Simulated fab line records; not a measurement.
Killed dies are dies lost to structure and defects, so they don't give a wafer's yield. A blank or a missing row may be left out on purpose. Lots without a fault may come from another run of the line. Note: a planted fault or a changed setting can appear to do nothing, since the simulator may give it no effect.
Comparing a struck lot with a sound one :: flow sky130 :: 19 out of 708 route steps
Sound: wafers L134.2, L134.3, L134.6. Wafers struck: L148.2, L148.3, L148.5. The cause comes at the end.
Per side, at each step with rows, come the tool, then ch with its chambers, and then its first start. Under that, the readings that differ: sound wafers :: struck wafers :: difference of the means :: sigmas: that difference in standard deviations of wafers without a fault.
alike: words and numbers the same on both sides, and readings whose means are apart by under 2 such deviations; not compared: readings that were withheld, readings missing a value for some wafer, numbers with overlapping values and no deviation given by the record, and bounds like >300 which may hide the same value.
Wherever a step has rows on one side only, a row that says differs or no value, or a row with sigmas, the two part there. When numbers do not overlap yet have no deviation, they are printed without sigmas and do not part them. Lack of a reading on every wafer of one side parts them only where that side has two or more wafers.

first, 3 steps without rows for these wafers: SKY_VT_ADJUST_NCORE_EXPOSE_04 (exposes mask LVTN COMPLEMENT THIN, target cd 380 nm); SKY_VT_ADJUST_NCORE_PEB_05; SKY_VT_ADJUST_NCORE_DEVELOP_06 (develop time 60 s).
SKY_VT_ADJUST_NCORE_CD_MEAS_07: the cd target is 380 nm.
  sound on cd sem-01, day 10 15:25; struck on cd sem-01, day 14 19:31
reading: cd nm (nm)
sound: 385.2 386.1 384.0
struck: 377.5 376.7 377.4
difference: -7.9
sigmas: -3
SKY_VT_ADJUST_NCORE_OVL_MEAS_08:
  sound on overlay-02, day 10 15:31; struck on overlay-02, day 14 19:37
  alike: VT_ADJUST_NCORE_OVL
then, 1 step without rows for these wafers: SKY_VT_ADJUST_NCORE_IMPLANT_09.
SKY_VT_ADJUST_NCORE_STRIP_10: strips in O2/N2.
  sound on plasma asher-04 ch 0,1, day 10 15:41; struck on plasma asher-02 ch 0,1, day 14 19:48
  alike: drypump motor current A, oes product au, strip time to endpoint s
  not compared: rf hours counter h
SKY_VT_ADJUST_NCORE_TW_MEAS_11:
  sound on film metro-04, day 10 15:48; struck on film metro-01, day 14 19:55
  alike: VT_ADJUST_NCORE_TW
then, 4 steps without rows for these wafers: SKY_VT_ADJUST_HVTR_DEHYDRATE_00 (time 60 s); SKY_VT_ADJUST_HVTR_HMDS_01 (prime time 60 s); SKY_VT_ADJUST_HVTR_COAT_02 (resist thk 1140 nm); SKY_VT_ADJUST_HVTR_SOFTBAKE_03 (time 60 s).
SKY_VT_ADJUST_HVTR_EXPOSE_04: exposes mask HVTRM, target cd 380 nm.
  sound on iline stepper-01 ch 0, day 11 03:26; struck on iline stepper-01 ch 0, day 15 09:22
reading: model.VT_ADJUST_HVTR.overlay x nm (nm)
sound: -0.2786 -0.2786 -0.2786
struck: -193.1 -193.1 -193.1
difference: -192.8
sigmas: 
  alike: mask, reticle temp C
then, 2 steps without rows for these wafers: SKY_VT_ADJUST_HVTR_PEB_05; SKY_VT_ADJUST_HVTR_DEVELOP_06 (develop time 60 s).
SKY_VT_ADJUST_HVTR_CD_MEAS_07: the cd target is 380 nm.
  sound on cd sem-02, day 11 14:43; struck on cd sem-01, day 15 22:52
  alike: cd nm
SKY_VT_ADJUST_HVTR_OVL_MEAS_08:
  sound on overlay-01, day 11 14:49; struck on overlay-02, day 15 22:58
reading: VT_ADJUST_HVTR_OVL (nm)
sound: -0.2 0.3 1.7
struck: -193.5 -193.1 -194.1
difference: -194.2
sigmas: -99 or more
then, 1 step without rows for these wafers: SKY_VT_ADJUST_HVTR_IMPLANT_09.
-- the record jumps here: 35 days lie between the struck wafers' starts before and after (it left off in module VT_ADJUST_HVTR and takes up again in module PAD_OPEN, whose first step shown is number 708 of the route) --
SKY_PAD_OPEN_PROBE_99:
  sound on prober-02, day 47 13:07; struck on prober-02, day 50 14:41
reading: killed_at_M4_up
sound: 4 3 2
struck: 7 7 7
difference: +4
sigmas: +2

reading: killed at front end
sound: 18 17 12
struck: 31 18 28
difference: +10
sigmas: +2

reading: model.etest.pfet_01v8_mvt.drive ua um
sound: 150 152.2 151.4
struck: 136.3 138.3 137.1
difference: -14.0
sigmas: 

reading: model.etest.pfet_01v8_mvt.off log10 a um
sound: -10.68 -10.66 -10.78
struck: -12.08 -11.96 -12.25
difference: -1.39
sigmas: 

reading: model.etest.pfet_01v8_mvt.vt sat v (V)
sound: -0.5727 -0.5635 -0.5656
struck: -0.7425 -0.7287 -0.7411
difference: -0.1702
sigmas: 

reading: model.etest.pfet_01v8_mvt.vt v (V)
sound: -0.6635 -0.6561 -0.6541
struck: -0.8029 -0.7958 -0.804
difference: -0.1430
sigmas: 
  alike: killed_at_M0_to_M3, killed at contacts, killed at other, killed dies, killed open, killed short

== WHERE THEY PART ==
Last at SKY_PAD_OPEN_PROBE_99 as far as this record goes, first at SKY_VT_ADJUST_NCORE_CD_MEAS_07.

WHY: the cause the simulator had injected
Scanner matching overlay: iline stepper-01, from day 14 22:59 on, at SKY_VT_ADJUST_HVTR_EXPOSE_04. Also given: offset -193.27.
